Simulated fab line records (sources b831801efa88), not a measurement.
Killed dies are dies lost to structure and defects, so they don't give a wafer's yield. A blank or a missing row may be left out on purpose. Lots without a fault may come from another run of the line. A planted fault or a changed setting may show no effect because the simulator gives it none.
A lot that was struck, set against a sound lot :: flow sfqLine :: 20 out of 325 route steps
Sound: wafers L738.2, L738.3, L738.6. Struck: wafers L744.1, L744.3, L744.6. The cause is given at the end.
Each step with rows lists, per side, the tool, then ch with its chambers, then its first start. Under that, the readings that differ: sound wafers :: struck wafers :: difference of the means :: sigmas: that difference in standard deviations of wafers without a fault.
alike: a reading whose means differ by less than 2 such deviations, as well as words and numbers matching on both sides. not compared: withheld readings; readings where some wafer has no value; bounds like >300 that might hide an equal value; numbers whose values overlap and for which the record gives no deviation.
The two part at a step that has a row with sigmas, a row that says differs or no value, or rows on one side only. Non-overlapping numbers with no deviation appear without sigmas and do not part them. A reading missing from all wafers of one side parts the sides only when that side holds two or more wafers.

first, 5 steps without rows for these wafers: SFQ_TRILAYER_R5_LITHO_COAT_136 (resist thk 600 nm); SFQ_TRILAYER_R5_LITHO_SOFTBAKE_140; SFQ_TRILAYER_R5_LITHO_EXPOSE_137 (exposes mask R5, target cd 500 nm); SFQ_TRILAYER_R5_LITHO_PEB_139 (peb time 60 s); SFQ_TRILAYER_R5_LITHO_DEVELOP_138 (time 60 s).
SFQ_R5_OVL_MEAS_935:
  sound: overlay-02 at day 75 21:44; struck: overlay-02 at day 76 16:57
reading: R5_OVL (nm)
sound: 12 0 9
struck: -6 -3 -7
difference: -12
sigmas: -2
SFQ_TRILAYER_R5_BARC_OPEN_METAL_ETCH_177: etches BARC in O2, target depth 125 nm, time 41.7 s.
  sound on rieMetal-04 ch 0,1, day 75 21:46; struck on rieMetal-04 ch 0,1, day 76 16:59
  alike: drypumpMotorCurrentA, oesProductAu
  not compared: rfHoursCounterH
SFQ_TRILAYER_R5_ETCH_METAL_ETCH_139: etches the open film in Cl2, stops on SiO2, target depth 60 nm, time 40 s.
  sound on rieMetal-04 ch 0,1, day 75 21:50; struck on rieMetal-04 ch 0,1, day 76 17:02
  alike: drypumpMotorCurrentA, oesProductAu
  not compared: rfHoursCounterH
SFQ_TRILAYER_R5_STRIP_STRIP_140: strips in O2.
  sound on rieMetal-04 ch 0,1, day 75 21:53; struck on rieMetal-04 ch 0,1, day 76 17:06
  alike: drypumpMotorCurrentA, oesProductAu, platenTempC
  not compared: rfHoursCounterH
then, 1 step without rows for these wafers: SFQ_TRILAYER_R5_STRIP_SOLV_CLEAN_141 (cleans in NMP, time 600 s).
SFQ_TRILAYER_A5C_DEP_PECVD_142: deposits SiO2 from SiH4/N2O, time 15.556 s, target thk 70 nm.
  sound on pecvd-03 ch 0,1,2, day 75 22:40; struck on pecvd-03 ch 1,2, day 76 17:53
  alike: heaterPowerW, throttleValvePct
then, 1 step without rows for these wafers: SFQ_TRILAYER_I5_LITHO_COAT_149 (resist thk 62 nm).
SFQ_TRILAYER_I5_LITHO_COAT_144: resist thk 650 nm.
  sound on lithoTrack-02 ch 0, day 75 23:02; struck on lithoTrack-04 ch 0, day 76 18:13
reading: spinSpeedRpm (rpm)
sound: 3000.4 2997.1 2998.2
struck: 2793.8 2792.2 2787.9
difference: -207.3
sigmas: -99

reading: model.KrF_of_TRILAYER_I5_LITHO_COAT_144.thkNm (nm)
sound: 650.9 651.9 648.5
struck: 672.9 673.7 674.1
difference: +23.1
sigmas: 
then, 4 steps without rows for these wafers: SFQ_TRILAYER_I5_LITHO_SOFTBAKE_148; SFQ_TRILAYER_I5_LITHO_EXPOSE_145 (exposes mask I5, target cd 700 nm); SFQ_TRILAYER_I5_LITHO_PEB_147 (peb time 60 s); SFQ_TRILAYER_I5_LITHO_DEVELOP_146 (time 60 s).
-- the record jumps here: 4 days lie between the struck wafers' starts before and after --
SFQ_I5_OVL_MEAS_936:
  sound: overlay-02 at day 79 23:04; struck: overlay-01 at day 80 19:28
  alike: I5_OVL
SFQ_TRILAYER_I5_BARC_OPEN_VIA_ETCH_200: etches BARC in O2, target depth 125 nm, time 41.7 s.
  sound on rieDiel-04 ch 1,2,3, day 79 23:06; struck on rieDiel-03 ch 1,2,3, day 80 19:30
reading: model.KrF_of_TRILAYER_I5_LITHO_COAT_144.thkNm (nm)
sound: 573.2 575.1 570.8
struck: 595.6 597.2 596.1
difference: +23.3
sigmas: 
  alike: drypumpMotorCurrentA, oesProductAu
  not compared: rfHoursCounterH
SFQ_TRILAYER_I5_ETCH_VIA_ETCH_147: etches the open film in CHF3, stops on Nb, target depth 360 nm.
  sound on rieDiel-04 ch 1,2,3, day 79 23:08; struck on rieDiel-03 ch 1,2,3, day 80 19:32
  alike: drypumpMotorCurrentA, oesProductAu

== WHERE THEY PART ==
First at SFQ_R5_OVL_MEAS_935; last, within this record, at SFQ_TRILAYER_I5_LITHO_COAT_144. Later steps at which nothing parts them and some readings are alike: SFQ_I5_OVL_MEAS_936, SFQ_TRILAYER_I5_BARC_OPEN_VIA_ETCH_200, SFQ_TRILAYER_I5_ETCH_VIA_ETCH_147.

WHY: what the simulator had put in
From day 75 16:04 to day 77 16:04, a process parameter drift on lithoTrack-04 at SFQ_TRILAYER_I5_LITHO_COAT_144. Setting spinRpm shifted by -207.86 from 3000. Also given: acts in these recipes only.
